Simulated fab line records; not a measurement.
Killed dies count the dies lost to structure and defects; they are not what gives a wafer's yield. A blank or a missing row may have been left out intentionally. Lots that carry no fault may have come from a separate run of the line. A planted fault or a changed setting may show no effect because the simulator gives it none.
fab line records	flow sfq_line
record: lots: 13	wafers: 39	last_day: 91
route steps=325 shown M1@71 I3@144
lots that met no fault: from a run of the same line without faults
start_h: start of the lot's first displayed wafer, in hours after the record's first day	wait_h: hours from the lot's prior step to this one	" repeats the value in the row above	L1.1+2: one row covering several wafers at once	- no value, or no start was given	* or withheld: withheld	< > ~ a bound
route shown NAME@n: a module of which the file shows steps, and the number in the route of the first	usual: the fault-free wafers' mean and standard deviation	same: alike in all rows	chamber/n: place in a boat	sites: the reading at each site	_std_site: the standard deviation of these	_edge_site: the outer-site mean with the inner-site mean subtracted	radius_mm: how far each site lies from the wafer's centre	mask NAME#n: copy n	behind: the tool/chamber that last shaped the wafer	hold: why the lot was held/for how many hours/how that ended	device: which transistor (n, p or np) failed to switch	end of line: tests run on the same wafers once the route is complete	a step given without rows: its recipe and nothing more	killed: not the wafer's yield, but the dies lost to structure and defects at the first sort	map: per-die view of a wafer (x killed, . not killed, _ where there is no die)
set.NAME: the run value of the setting; set.NAME@STEP: its run value at that earlier step	model.NAME: the simulator's own value behind a step, which no gauge read
steps of the route over a sample of lots; a table a step, a row a wafer
services: from which hour (start_h, from the record's first day; less than 0 if before it) a tool's chamber was out of use, for how many hours, and why
== steps ==
step: SFQ_TRILAYER_M1_STRIP_STRIP_043
recipe: gas: O2	power_w: 200	platen_temp_c: 40	overash_fraction: 0.65	chemistry: O2	pressure_mtorr: 50
usual: drypump_motor_current_A: 5.4/0.51	oes_product_au: 0.998/0.011
lot.wafer	tool	chamber	start_h	wait_h	drypump_motor_current_A	oes_product_au	rf_hours_counter_h
L145.2	rie_metal-04	0	391.69	0.1	5.4	0.999	9
L145.4	"	1	"	"	5.0	0.998	-
L145.5	"	0	"	"	5.4	1.000	-
L146.1	rie_metal-02	1	394.23	0.1	4.8	0.988	110
L146.2	"	0	"	"	5.7	0.978	11
L146.3	"	0	"	"	5.7	0.984	-
L147.1	rie_metal-02	1	399.03	0.1	4.8	0.995	111
L147.2	"	0	"	"	5.7	0.995	12
L147.3	"	1	"	"	4.9	0.998	-
L148.1	rie_metal-02	0	408.63	0.1	5.7	1.005	13
L148.4	"	0	"	"	5.7	0.994	-
L148.5	"	0	"	"	5.7	0.994	-
L149.1	rie_metal-02	0	411.03	0.1	5.7	0.983	14
L149.2	"	1	"	"	4.8	0.989	113
L149.6	"	0	"	"	5.7	1.000	-
L151.2	rie_metal-04	1	427.94	0.1	5.0	0.992	70
L151.4	"	0	"	"	5.4	0.996	-
L151.5	"	0	"	"	5.4	0.997	-
L154.1	rie_metal-04	0	471.74	0.1	5.4	1.008	21
L154.3	"	1	"	"	4.9	0.996	-
L154.5	"	1	"	"	4.9	0.995	-
L155.1	rie_metal-03	0	492.27	0.1	5.0	1.009	142
L155.5	"	1	"	"	6.2	1.022	-
L155.6	"	0	"	"	4.9	0.999	-
L156.1	rie_metal-02	0	507.99	0.1	5.7	0.993	29
L156.2	"	1	"	"	4.8	1.002	123
L156.5	"	1	"	"	4.8	1.004	-
L157.1	rie_metal-03	0	527.32	0.1	5.0	1.000	146
L157.4	"	0	"	"	4.9	0.998	-
L157.6	"	1	"	"	6.2	1.009	-
L158.3	rie_metal-02	0	541.92	0.2	5.7	0.986	-
L158.4	"	1	"	"	4.8	0.985	-
L158.6	"	1	"	"	4.8	0.982	-
L167.2	rie_metal-03	0	564.52	0.1	4.9	1.016	150
L167.3	"	1	"	"	6.2	1.008	-
L167.5	"	1	"	"	6.2	0.999	-
L168.1	rie_metal-02	0	622.12	0.1	5.7	0.984	43
L168.5	"	1	"	"	4.8	0.986	-
L168.6	"	0	"	"	5.7	0.986	-
step: SFQ_TRILAYER_I3_VIA_BARC_OPEN_VIA_ETCH_121
recipe: mask_material: PR	chemistry: O2	target_depth_nm: 125	target: BARC	source_w: 500	bias_w: 80	pressure_mtorr: 30	time_s: 41.7
usual: drypump_motor_current_A: 5.9/0.43	oes_product_au: 0.685/0.0041	rf_fwd_power_W: 494.4/2.6
lot.wafer	tool	chamber	start_h	wait_h	drypump_motor_current_A	oes_product_au	rf_fwd_power_W	rf_hours_counter_h
L145.2	rie_diel-03	0	1018.00	0.0	6.5	0.686	492.5	6
L145.4	"	3	"	"	5.8	0.680	491.4	-
L145.5	"	0	"	"	6.5	0.687	492.1	-
L146.1	rie_diel-04	1	1021.60	0.0	5.9	0.694	495.0	2
L146.2	"	3	"	"	5.4	0.688	494.1	11
L146.3	"	0	"	"	6.0	0.685	495.0	10
L147.1	rie_diel-02	0	1036.25	0.0	5.1	0.686	498.5	17
L147.2	"	1	"	"	5.7	0.685	491.0	2
L147.3	"	2	"	"	6.5	0.691	495.4	9
L148.1	rie_diel-03	2	1039.85	0.0	5.4	0.688	495.4	0
L148.4	"	1	"	"	6.0	0.681	492.7	4
L148.5	"	0	"	"	6.5	0.689	490.3	-
L149.1	rie_diel-02	1	1044.65	0.0	5.7	0.689	491.8	2
L149.2	"	2	"	"	6.5	0.679	494.8	9
L149.6	"	0	"	"	5.1	0.684	493.4	-
L151.2	rie_diel-04	2	1060.25	0.0	6.0	0.687	488.6	8
L151.4	"	3	"	"	5.3	0.674	495.9	12
L151.5	"	0	"	"	6.0	0.687	493.7	-
L154.1	rie_diel-02	3	1096.25	0.0	6.0	0.682	497.6	12
L154.3	"	1	"	"	5.7	0.682	491.9	2
L154.5	"	1	"	"	5.7	0.681	491.6	-
L155.1	rie_diel-04	0	1127.45	0.0	6.0	0.693	496.6	11
L155.5	"	2	"	"	6.0	0.681	489.3	-
L155.6	"	3	"	"	5.3	0.689	495.7	-
L156.1	rie_diel-02	0	1128.65	0.0	5.0	0.684	496.3	18
L156.2	"	1	"	"	5.7	0.692	491.8	3
L156.5	"	1	"	"	5.8	0.679	492.7	-
L157.1	rie_diel-02	1	1143.04	0.0	5.7	0.681	488.2	3
L157.4	"	0	"	"	5.1	0.684	496.5	18
L157.6	"	2	"	"	6.5	0.686	496.8	-
L158.3	rie_diel-02	1	1147.84	0.0	5.7	0.690	492.4	3
L158.4	"	0	"	"	5.1	0.682	497.0	18
L158.6	"	2	"	"	6.5	0.683	293.4	-
L167.2	rie_diel-04	2	1186.16	0.0	6.0	0.686	489.4	10
L167.3	"	3	"	"	5.4	0.683	494.9	14
L167.5	"	2	"	"	6.0	0.684	487.7	-
L168.1	rie_diel-02	3	1221.81	0.0	6.1	0.679	495.1	14
L168.5	"	0	"	"	5.0	0.674	499.1	-
L168.6	"	3	"	"	6.0	0.685	496.8	-
== services ==
tool	chamber	start_h	hours	kind
rie_metal-02	0	384.84	5.2	repair
rie_diel-04	1	443.61	24.7	repair
rie_diel-04	-	504.50	0.5	repair
rie_diel-04	1	507.00	10.0	repair
rie_diel-02	1	541.06	4.6	repair
rie_metal-02	0	635.68	17.1	repair
rie_diel-04	1	647.49	2.7	repair
rie_metal-02	1	647.96	6.1	repair
rie_diel-02	-	669.51	1.1	repair
rie_diel-02	0	718.37	13.3	repair
rie_diel-02	-	721.32	4.3	pm
rie_diel-02	1	777.93	6.9	repair
rie_diel-04	0	793.19	4.7	repair
rie_metal-02	0	811.23	11.3	repair
rie_metal-02	1	856.45	21.3	repair
rie_diel-04	1	899.34	6.5	repair
rie_metal-02	0	938.66	11.7	repair
rie_diel-02	3	991.28	4.3	repair
rie_metal-02	-	1063.43	2.8	pm
rie_diel-02	-	1102.92	2.2	repair
rie_diel-02	1	1116.58	1.9	repair
rie_metal-02	0	1177.78	2.8	repair
rie_diel-02	-	1177.96	15.6	pm
rie_metal-02	1	1213.46	10.4	repair
== key ==
first_sign: step: SFQ_TRILAYER_I3_VIA_BARC_OPEN_VIA_ETCH_121	reading: rf_fwd_power_W	direction: down	sigmas: 79	usual: 494.4	struck: 293.4
effect none on later readings
met_at SFQ_TRILAYER_I3_VIA_BARC_OPEN_VIA_ETCH_121
struck_lots L158
struck_wafers L158.6
not_acting_at SFQ_TRILAYER_M1_STRIP_STRIP_043
onset_between 1143.04 1147.84
fault: kind: process_parameter_drift	tool: rie_diel-02	chamber: 2	onset_h: 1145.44	steps: SFQ_TRILAYER_I3_VIA_BARC_OPEN_VIA_ETCH_121	channel: source_w	offset: -200	shape: step	end_h: 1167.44	acts_in: these_recipes_only	stated: 500
